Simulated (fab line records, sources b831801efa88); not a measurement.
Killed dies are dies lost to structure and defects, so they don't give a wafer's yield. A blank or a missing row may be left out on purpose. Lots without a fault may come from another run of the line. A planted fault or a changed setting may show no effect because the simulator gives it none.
A struck lot beside a sound one | flow gf180mcu | 21 steps out of a route of 602
Sound: wafers L664.1, L664.3, L664.6. Struck: wafers L669.4, L669.5, L669.6. The cause comes at the end.
At each step with rows: each side's tool, then ch and its chambers, then its first start. Under that, the readings that differ: sound wafers | struck wafers | difference of the means | sigmas: that difference in standard deviations of wafers without a fault.
alike: readings whose means differ by less than 2 such deviations, and words and numbers that are the same on both sides. not compared: withheld readings, readings that some wafer has no value for, bounds like >300 that may hide the same value, and numbers for which the record gives no deviation and whose values overlap.
The two part at a step that has a row with sigmas, a row that says differs or no value, or rows on one side only. Numbers that don't overlap but have no deviation are shown without sigmas and don't part them. A reading that every wafer of one side lacks parts them only if that side has two wafers or more.

first, 3 steps without rows for these wafers: GF_NWELL_EXPOSE_04 (exposes mask Nwell, target cd 860 nm); GF_NWELL_PEB_05; GF_NWELL_DEVELOP_06 (develop time 60 s).
GF_NWELL_OVL_MEAS_07:
  sound on overlay-01, day 4 17:05; struck on overlay-02, day 5 20:27
  alike: NWELL_OVL
then, 2 steps without rows for these wafers: GF_NWELL_IMPLANT_08; GF_NWELL_IMPLANT_09.
GF_NWELL_STRIP_10: strips in O2/N2.
  sound on plasma_asher-01 ch 0,1, day 4 17:25; struck on plasma_asher-02 ch 0,1, day 5 20:48
  alike: drypump_motor_current_A, heater_power_w, oes_product_au, strip_time_to_endpoint_s
  not compared: rf_hours_counter_h
GF_NWELL_TW_MEAS_11:
  sound on film_metro-04, day 4 17:31; struck on film_metro-04, day 5 20:53
  alike: NWELL_TW
then, 4 steps without rows for these wafers: GF_LVPWELL_DEHYDRATE_00 (time 60 s); GF_LVPWELL_HMDS_01 (prime time 60 s); GF_LVPWELL_COAT_02 (resist thk 3000 nm); GF_LVPWELL_SOFTBAKE_03.
GF_LVPWELL_EXPOSE_04: exposes mask LVPWELL, target cd 600 nm.
  sound on iline_stepper-02 ch 0, day 5 00:19; struck on iline_stepper-02 ch 0, day 6 04:29
  reading | sound                         | struck                     | difference | sigmas
  mask    | LVPWELL#0 LVPWELL#0 LVPWELL#0 | DNWELL#0 DNWELL#0 DNWELL#0 | differs    |
  alike: reticle_temp_C, stage_vel_mm_s
then, 2 steps without rows for these wafers: GF_LVPWELL_PEB_05; GF_LVPWELL_DEVELOP_06 (develop time 60 s).
GF_LVPWELL_OVL_MEAS_07:
  sound on overlay-02, day 5 07:43; struck on overlay-02, day 6 11:33
  reading          | sound        | struck | difference                    | sigmas
  LVPWELL_OVL (nm) | 1.7 -1.2 2.0 | - - -  | no value on the struck wafers |
then, 2 steps without rows for these wafers: GF_LVPWELL_IMPLANT_08; GF_LVPWELL_IMPLANT_09.
GF_LVPWELL_STRIP_10: strips in O2/N2.
  sound on plasma_asher-02 ch 1, day 5 08:03; struck on plasma_asher-04 ch 0,1, day 6 11:54
  alike: drypump_motor_current_A, heater_power_w, oes_product_au, strip_time_to_endpoint_s
  not compared: rf_hours_counter_h
GF_LVPWELL_TW_MEAS_11:
  sound on film_metro-04, day 5 08:09; struck on film_metro-01, day 6 12:17
  reading    | sound       | struck   | difference | sigmas
  LVPWELL_TW | 565 564 567 | 30 30 30 | -535       | -99 or more
  not compared: hold
GF_PASSIVATION_PROBE_99:
  the record has rows for the sound wafers here (prober-02, day 30 20:01) and none for the struck ones

WHERE THEY PART
First at GF_LVPWELL_EXPOSE_04; last, within this record, at GF_PASSIVATION_PROBE_99.

WHY: what the simulator had put in
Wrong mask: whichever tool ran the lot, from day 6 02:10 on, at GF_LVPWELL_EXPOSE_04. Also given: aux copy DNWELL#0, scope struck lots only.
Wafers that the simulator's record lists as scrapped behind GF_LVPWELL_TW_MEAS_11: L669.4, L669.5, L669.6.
